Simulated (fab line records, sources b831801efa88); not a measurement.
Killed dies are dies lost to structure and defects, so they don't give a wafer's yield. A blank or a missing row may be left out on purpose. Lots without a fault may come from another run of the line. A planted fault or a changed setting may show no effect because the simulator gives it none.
Which tool did it? | flow sky130 | 12 lots, 34 wafers sampled, at 4 steps of a route of 708

WHAT THE GAUGES READ, wafer by wafer
SKY_NWELL_THK_MEAS_02. Usual: NWELL_OXIDATION_THK 10.17 nm, standard deviation 0.15.
lot  | measured    | on            | NWELL_OXIDATION_THK (nm) | flag
L916 | day 2 14:26 | film_metro-02 | 10.13 10.33 10.08        |
L918 | day 2 22:31 | film_metro-02 | 10.11 10.00 10.19        |
L919 | day 3 02:22 | film_metro-02 | 10.18 10.17 10.12        |
L920 | day 3 08:29 | film_metro-02 | 10.35 10.28 10.33        |
L921 | day 3 14:08 | film_metro-02 | 10.13 10.30 10.13        |
L922 | day 3 20:59 | film_metro-02 | 10.19 10.18 10.22        |
L923 | day 3 23:25 | film_metro-01 | 10.33 10.22 10.36        |
L925 | day 4 10:15 | film_metro-02 | 10.31 10.40 10.34        |
L926 | day 4 16:17 | film_metro-02 | 9.95 10.01 9.88          |
L928 | day 5 02:02 | film_metro-01 | 10.34 10.35 10.38        |
L929 | day 5 11:04 | film_metro-01 | 10.21 10.04              |
L930 | day 5 13:52 | film_metro-01 | 10.19 10.13              |

SKY_VIA3_CD_MEAS_12: target cd 200 nm. Usual: cd_nm 200.1 nm, standard deviation 1.7.
lot  | measured     | on        | cd_nm (nm)        | flag
L916 | day 39 13:07 | cd_sem-02 | 200.6 200.9 200.8 |
L918 | day 39 23:46 | cd_sem-02 | 203.7 204.6 203.0 |
L919 | day 40 03:30 | cd_sem-01 | 201.2 200.0 200.6 |
L920 | day 40 15:40 | cd_sem-02 | 199.3 197.7 199.3 |
L921 | day 41 02:07 | cd_sem-01 | 199.7 200.4 200.8 |
L922 | day 41 10:33 | cd_sem-02 | 197.9 200.0 199.6 |
L923 | day 41 16:53 | cd_sem-02 | 199.9 199.7 198.4 |
L925 | day 42 10:47 | cd_sem-02 | 199.3 199.1 199.8 |
L926 | day 42 14:28 | cd_sem-01 | 199.3 196.9 196.9 |
L928 | day 43 03:37 | cd_sem-01 | 201.6 201.0 201.8 |
L929 | day 43 21:43 | cd_sem-01 | 197.7 167.1       | OFF
L930 | day 44 08:03 | cd_sem-02 | 201.9 171.2       | OFF

WHICH TOOL RAN EACH LOT (tool, then ch and the chambers of the sampled wafers, then the start)
lot  | SKY_NWELL_STRIP_25                  | SKY_VIA3_EXPOSE_09
L916 | plasma_asher-02 ch 0,1, day 5 08:57 | krf_scanner-01 ch 0, day 39 02:16
L918 | plasma_asher-03 ch 0,1, day 5 18:20 | krf_scanner-02 ch 0, day 39 11:10
L919 | plasma_asher-02 ch 0, day 5 22:51   | krf_scanner-02 ch 0, day 39 15:15
L920 | plasma_asher-04 ch 0,1, day 6 07:12 | krf_scanner-01 ch 0, day 40 04:14
L921 | plasma_asher-03 ch 0,1, day 6 12:18 | krf_scanner-01 ch 0, day 40 13:10
L922 | plasma_asher-02 ch 0,1, day 6 21:12 | krf_scanner-02 ch 0, day 40 22:37
L923 | plasma_asher-03 ch 0,1, day 7 01:08 | krf_scanner-01 ch 0, day 41 05:10
L925 | plasma_asher-03 ch 0,1, day 7 13:30 | krf_scanner-02 ch 0, day 41 22:58
L926 | plasma_asher-03 ch 0,1, day 7 20:44 | krf_scanner-01 ch 0, day 42 03:29
L928 | plasma_asher-02 ch 0, day 8 08:29   | krf_scanner-01 ch 0, day 42 16:31
L929 | plasma_asher-02 ch 0, day 8 18:35   | krf_scanner-01 ch 0, day 43 09:46
L930 | plasma_asher-02 ch 0,1, day 8 21:02 | krf_scanner-01 ch 0, day 43 21:00
- SKY_NWELL_STRIP_25: strips in O2/N2.
- SKY_VIA3_EXPOSE_09: exposes mask VIM3, target cd 200 nm.

WHAT THE TOOLS THEMSELVES READ (means of the sampled wafers that have a number; where no wafer has one, the mark that the record gives instead)
SKY_NWELL_STRIP_25. Usual: drypump_motor_current_A 6.13 A, standard deviation 0.26; oes_product_au 0.722 a.u., standard deviation 0.0047; strip_time_to_endpoint_s 36.88 s, standard deviation 0.11.
lot  | tool            | drypump_motor_current_A (A) | oes_product_au (a.u.) | strip_time_to_endpoint_s (s) | flag
L916 | plasma_asher-02 | 6.02                        | 0.722                 | 36.90                        |
L918 | plasma_asher-03 | 6.10                        | 0.719                 | 36.97                        |
L919 | plasma_asher-02 | 5.78                        | 0.725                 | 36.84                        |
L920 | plasma_asher-04 | 6.31                        | 0.718                 | 37.00                        |
L921 | plasma_asher-03 | 6.03                        | 0.720                 | 36.95                        |
L922 | plasma_asher-02 | 6.26                        | 0.725                 | 36.80                        |
L923 | plasma_asher-03 | 6.02                        | 0.719                 | 36.83                        |
L925 | plasma_asher-03 | 6.02                        | 0.719                 | 36.95                        |
L926 | plasma_asher-03 | 6.09                        | 0.723                 | 36.99                        |
L928 | plasma_asher-02 | 5.76                        | 0.722                 | 36.93                        |
L929 | plasma_asher-02 | 5.77                        | 0.723                 | 37.08                        |
L930 | plasma_asher-02 | 6.15                        | 0.726                 | 36.82                        |

SKY_VIA3_EXPOSE_09. Usual: stage_vel_mm_s 499.99 mm/s, standard deviation 0.26.
lot  | tool           | stage_vel_mm_s (mm/s) | flag
L916 | krf_scanner-01 | 500.12                |
L918 | krf_scanner-02 | 500.10                |
L919 | krf_scanner-02 | 499.88                |
L920 | krf_scanner-01 | 499.89                |
L921 | krf_scanner-01 | 499.78                |
L922 | krf_scanner-02 | 500.23                |
L923 | krf_scanner-01 | 499.82                |
L925 | krf_scanner-02 | 499.78                |
L926 | krf_scanner-01 | 500.12                |
L928 | krf_scanner-01 | 500.07                |
L929 | krf_scanner-01 | 499.87                |
L930 | krf_scanner-01 | 499.60                |

THE ANSWER, worked out from the rows above alone
Rule: a lot is off if the mean of its wafers that have a number lies more than 3 standard deviations from the usual mean. A lot without any number at a reading at which 4 lots or more have one is off too. The other lots that the step has rows for count as sound. The gauges are gone through in route order, then the tools' own readings, and for those a lot's mean is taken as printed above. The first step at which some lot is off is used, and at that step the reading that is off furthest; a lot without a number counts as furthest.
Off: L929, L930, at SKY_VIA3_CD_MEAS_12 (cd_nm).
A tool fits if, at a process step before that reading, it ran every lot that is off, and no sound lot after the first of them. The gauges at SKY_VIA3_CD_MEAS_12 are tried like those tools. Can't be told from this: 2 tools fit, plasma_asher-02 at SKY_NWELL_STRIP_25, krf_scanner-01 at SKY_VIA3_EXPOSE_09.

WHAT THE SIMULATOR HAD PUT IN
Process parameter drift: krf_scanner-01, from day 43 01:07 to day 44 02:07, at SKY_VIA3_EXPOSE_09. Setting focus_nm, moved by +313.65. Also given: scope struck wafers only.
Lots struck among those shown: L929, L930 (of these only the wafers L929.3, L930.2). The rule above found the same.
